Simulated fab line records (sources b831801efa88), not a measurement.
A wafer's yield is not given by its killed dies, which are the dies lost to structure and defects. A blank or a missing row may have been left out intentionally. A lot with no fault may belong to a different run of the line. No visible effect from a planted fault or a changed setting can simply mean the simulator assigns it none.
Which tool did it? / flow gf180mcu / 6 lots with 18 wafers sampled at 3 steps, on a route of 602 steps

## WHAT THE GAUGES READ, wafer by wafer
GF_MVSD_TW_MEAS_11.
lot=L211; measured=day 5 02:17; on=filmMetro-03; MVSD_TW=1574 1563 1568
lot=L218; measured=day 6 16:37; on=filmMetro-03; MVSD_TW=30 30 30
lot=L225; measured=day 8 04:03; on=filmMetro-02; MVSD_TW=1578 1574 1585
lot=L228; measured=day 9 02:53; on=filmMetro-02; MVSD_TW=1591 1597 1584
lot=L230; measured=day 9 12:46; on=filmMetro-03; MVSD_TW=1580 1567 1574
lot=L232; measured=day 9 16:38; on=filmMetro-02; MVSD_TW=1585 1591 1581

## EACH LOT AND THE TOOL THAT RAN IT (in order: tool; ch and the chambers of the sampled wafers; start)
lot=L211; GF_LVPWELL_STRIP_10=plasmaAsher-04 ch 0, day 4 11:42; GF_MVSD_STRIP_10=plasmaAsher-04 ch 0,1, day 5 02:11
lot=L218; GF_LVPWELL_STRIP_10=plasmaAsher-02 ch 0,1, day 6 01:12; GF_MVSD_STRIP_10=plasmaAsher-01 ch 0,1, day 6 16:31
lot=L225; GF_LVPWELL_STRIP_10=plasmaAsher-03 ch 0,1, day 7 11:04; GF_MVSD_STRIP_10=plasmaAsher-02 ch 0,1, day 8 03:58
lot=L228; GF_LVPWELL_STRIP_10=plasmaAsher-03 ch 0, day 8 10:00; GF_MVSD_STRIP_10=plasmaAsher-02 ch 0,1, day 9 02:47
lot=L230; GF_LVPWELL_STRIP_10=plasmaAsher-03 ch 0,1, day 8 19:25; GF_MVSD_STRIP_10=plasmaAsher-01 ch 0,1, day 9 12:41
lot=L232; GF_LVPWELL_STRIP_10=plasmaAsher-03 ch 0,1, day 8 23:00; GF_MVSD_STRIP_10=plasmaAsher-02 ch 1, day 9 16:32
- GF_LVPWELL_STRIP_10: strips in O2/N2.
- GF_MVSD_STRIP_10: strips in O2/N2.

## THE ANSWER, worked out from the rows above alone
Rule: the lots themselves supply what counts as usual. Put in order of their means at a reading, lots are off if they are a third of the lots or fewer, leave a main group of 4 or more, and stand apart from it by a gap of 3 or more times the standard deviation of the main group's means; of several such gaps the widest counts. A main group is skipped when, at the precision printed for the reading in the tables above, its means are all equal. A lot without any number at a reading at which 4 lots or more have one is off too. Where the step has rows for the other lots, those lots are counted as sound.
Off: L218, seen at GF_MVSD_TW_MEAS_11 (MVSD_TW). Main group: mean 1579, sd 8.
A tool fits if, at a process step before that reading, it ran every lot that is off, and no sound lot after the first of them. Those tools and the gauges at GF_MVSD_TW_MEAS_11 are tried in the same way. One fits: GF_LVPWELL_STRIP_10 on plasmaAsher-02. It ran no sound lot before its first lot that is off in this sample, so the start can't be narrowed down.

## WHAT WAS PUT IN BY THE SIMULATOR
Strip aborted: plasmaAsher-02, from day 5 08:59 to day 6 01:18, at GF_LVPWELL_STRIP_10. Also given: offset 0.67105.
Shown lots that were struck: L218. This agrees with what the rule above found.
